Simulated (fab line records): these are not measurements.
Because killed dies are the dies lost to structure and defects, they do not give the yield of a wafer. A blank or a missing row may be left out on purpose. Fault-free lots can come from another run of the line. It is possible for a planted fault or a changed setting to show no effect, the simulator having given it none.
Which tool is to blame? | flow gf180mcu | 15 lots, 45 wafers sampled, at 3 steps of a route of 602

WHAT THE GAUGES READ, wafer by wafer
GF_M4_RS_MEAS_05: measurement is done with a four-point probe. Usual: for M4_ALCU_RS the level is 0.0702 ohm/sq and the standard deviation is 0.00087.
lot  | measured     | on            | M4_ALCU_RS (ohm/sq)  | flag
L768 | day 22 15:49 | film metro-01 | 0.0717 0.0714 0.0726 |
L770 | day 23 06:58 | film metro-02 | 0.0714 0.0705 0.0701 |
L771 | day 23 13:31 | film metro-04 | 0.0703 0.0696 0.0704 |
L772 | day 23 22:34 | film metro-02 | 0.0709 0.0706 0.0699 |
L773 | day 24 01:41 | film metro-04 | 0.0710 0.0706 0.0708 |
L774 | day 24 18:20 | film metro-04 | 0.0703 0.0706 0.0695 |
L775 | day 25 00:46 | film metro-02 | 0.0698 0.0705 0.0698 |
L776 | day 25 10:49 | film metro-01 | 0.0707 0.0701 0.0702 |
L777 | day 25 13:37 | film metro-02 | 0.0713 0.0701 0.0703 |
L781 | day 27 01:38 | film metro-04 | 0.0691 0.0706 0.0692 |
L785 | day 28 04:47 | film metro-04 | 0.0697 0.0693 0.0686 |
L786 | day 28 11:52 | film metro-04 | 0.0693 0.0699 0.0689 |
L788 | day 28 21:48 | film metro-02 | 0.0717 0.0715 0.0710 |
L790 | day 29 11:28 | film metro-02 | 0.0716 0.0708 0.0713 |
L791 | day 29 20:57 | film metro-04 | 0.0699 0.0703 0.0703 |

GF_M4_THK_MEAS_06: measures by xrf. Usual: for M4_ALCU_THK the level is 444 nm and the standard deviation is 5.3.
lot  | measured     | on            | M4_ALCU_THK (nm) | flag
L768 | day 22 15:55 | film metro-01 | 434 439 427      |
L770 | day 23 07:05 | film metro-02 | 443 445 449      |
L771 | day 23 13:37 | film metro-04 | 439 443 438      |
L772 | day 23 22:40 | film metro-02 | 446 445 449      |
L773 | day 24 01:49 | film metro-04 | 437 441 440      |
L774 | day 24 18:27 | film metro-04 | 442 439 448      |
L775 | day 25 00:52 | film metro-02 | 451 446 454      |
L776 | day 25 10:56 | film metro-01 | 442 445 446      |
L777 | day 25 13:44 | film metro-02 | 443 447 448      |
L781 | day 27 01:44 | film metro-04 | 446 438 445      |
L785 | day 28 04:52 | film metro-04 | 445 446 450      |
L786 | day 28 11:58 | film metro-04 | 445 443 449      |
L788 | day 28 21:55 | film metro-02 | 436 437 441      |
L790 | day 29 11:34 | film metro-02 | 435 443 439      |
L791 | day 29 21:02 | film metro-04 | 445 440 439      |

GF_M5_CD_MEAS_07: the cd target is 280 nm. Usual: cd nm 280.3 nm, standard deviation 1.1.
lot  | measured     | on        | cd nm (nm)        | flag
L768 | day 26 12:53 | cd sem-01 | 281.3 281.2 281.8 |
L770 | day 27 01:57 | cd sem-01 | 281.6 280.2 281.9 |
L771 | day 27 05:46 | cd sem-01 | 280.7 280.3 280.7 |
L772 | day 27 13:28 | cd sem-02 | 279.5 281.2 279.8 |
L773 | day 27 17:02 | cd sem-01 | 280.4 279.5 279.4 |
L774 | day 28 07:44 | cd sem-02 | 278.3 279.1 278.7 |
L775 | day 28 13:09 | cd sem-01 | 279.4 280.3 280.1 |
L776 | day 29 02:06 | cd sem-01 | 280.4 278.3 279.6 |
L777 | day 29 02:38 | cd sem-01 | 280.6 279.5 280.0 |
L781 | day 30 11:32 | cd sem-02 | 277.9 279.0 278.2 |
L785 | day 31 10:40 | cd sem-01 | 279.8 280.2 280.6 |
L786 | day 31 17:34 | cd sem-01 | 282.5 280.4 282.3 |
L788 | day 32 01:22 | cd sem-01 | 279.4 278.8 279.0 |
L790 | day 32 14:25 | cd sem-02 | 279.1 279.8 279.6 |
L791 | day 32 20:55 | cd sem-02 | 282.3 282.0 281.4 |

WHAT TOOL EACH LOT RAN ON (gives the tool, then ch and the chambers of the sampled wafers, and finally the start)
Record: no process step prior to these readings.

WHAT THE TOOLS THEMSELVES READ (means of the sampled wafers that have a number; where no wafer has one, the mark that the record gives instead)
The record holds no such reading with a usual standard deviation.

THE ANSWER, worked out from the rows above alone
Rule: lot off if the mean of its wafers having a number is beyond 3 standard deviations from the usual mean. A lot without any number at a reading at which 4 lots or more have one is off too. All remaining lots with rows at the step are treated as sound. Order of review: gauges by route order, followed by the tools' own readings, for which a lot's mean as printed above is used. At the first step where some lot is off, the reading lying furthest off is the one used; lots without a number count as furthest.
No lot is off at any reading shown: from this, nothing can be told.

WHAT HAD BEEN PUT IN BY THE SIMULATOR
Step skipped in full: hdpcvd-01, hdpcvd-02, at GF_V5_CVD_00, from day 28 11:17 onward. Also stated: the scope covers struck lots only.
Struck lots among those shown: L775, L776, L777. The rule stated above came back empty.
